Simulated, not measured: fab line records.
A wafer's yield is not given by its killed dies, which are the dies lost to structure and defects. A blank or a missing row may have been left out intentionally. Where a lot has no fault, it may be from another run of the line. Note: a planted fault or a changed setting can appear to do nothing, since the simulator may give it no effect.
Code-filled problem report in 8D (eight disciplines) form ; flow sky130 ; the parts of the form that need people (team, actions taken, sign-off) are left out

== 1. WHAT WENT WRONG ==
Across 6 wafers from 2 lots, GATE_OXIDE_TW at SKY_GATE_OXIDE_TW_MEAS_14 averages 214.7, while fault-free wafers read 221.4 with a standard deviation of 1.3. That puts it -5.2 standard deviations away from the usual mean.
First observed at day 16 01:05: wafer L746.1, on film metro-04. Wafers with a number at this step in the record: 36, from 12 lots. By rule, "out" or "out of limits" means more than 4 standard deviations away from the usual mean. Any other wafer with a number is counted as sound.

== 2. WHAT IT IS, AND WHAT IT ISN'T ==
question;is;is not
which readings at this step;GATE_OXIDE_TW;-
which lots;L746, L747;L741, L745, L748, L753, L755, L756, L757, L758, L761, L762
which wafers of those lots;all that have a number;-
read on which gauges;film metro-01, film metro-04;film metro-02
when;from day 16 01:05;"up to then (6 sound wafers); but 24 sound wafers of L748, L753, L755, L756, L757, L758, L761, L762 came after"

== 3. THE SUSPECTS, EACH WITH WHAT RULES IT OUT ==
Counting: a tool at a process step up to the reading stays a suspect if it ran every lot that is out and no sound lot after the first of them.
- ruled out: the gauge at SKY_GATE_OXIDE_TW_MEAS_14. 2 gauges (film metro-01, film metro-04) read the wafers that are out.
- plasma asher-04 at SKY_VT_ADJUST_LVTN_STRIP_09 (strips in O2/N2): ruled out as a lasting fault. The sound lots L748, L753, L757, L762 went through it after L746, its earliest lot that is out (day 8 16:17).
- implanter-01 at SKY_GATE_OXIDE_IMPLANT_11: ruled out as a lasting fault. The sound lots L755 went through it after L746, its earliest lot that is out (day 16 00:43).
Left after counting: nothing in the record.

== 4. THE CAUSE (what the simulator had put in) ==
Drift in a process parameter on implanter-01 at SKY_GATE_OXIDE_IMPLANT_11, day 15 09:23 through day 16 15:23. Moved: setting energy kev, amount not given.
It was ruled out by counting, in error; the rule expects a fault to strike all lots run on its tool from its start on, and this fault did not.

== 5. SEQUENCE OF EFFECTS, ordered by route ==
One row per reading whose mean, taken over the struck wafers that have a number, lies over 3 standard deviations from the usual. Readings are gone through only where the record gives a usual standard deviation; hours: the median, over the lots, of the time from a lot's start at the first step in this table giving one to that lot's start at this step; sigmas: the change measured in usual standard deviations.
hours;step;reading;usual;on struck wafers;change;sigmas
0;SKY_GATE_OXIDE_IMPLANT_11;beam energy keV;10.000;8.528;-1.472;-99 or more
0;SKY_GATE_OXIDE_TW_MEAS_14;GATE_OXIDE_TW;221.4;214.7;-6.8;-5.2
It contains these process steps:
- SKY_GATE_OXIDE_IMPLANT_11
Later measuring or inspecting steps at which every struck wafer that the step has a row for has a number for every such reading, and none has moved that far: SKY_LDD_P_OVL_MEAS_08.

== 6. WHAT WOULD HAVE CAUGHT IT SOONER ==
16 hours passed between the start of the fault at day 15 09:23 and the first reading out of limits at a measuring or inspecting step in this record, taken at day 16 01:05.
At SKY_GATE_OXIDE_IMPLANT_11, the tool's own readings (beam energy keV) were out on each struck wafer the step has a row for, so an alarm limit on them would have fired on the first such wafer.
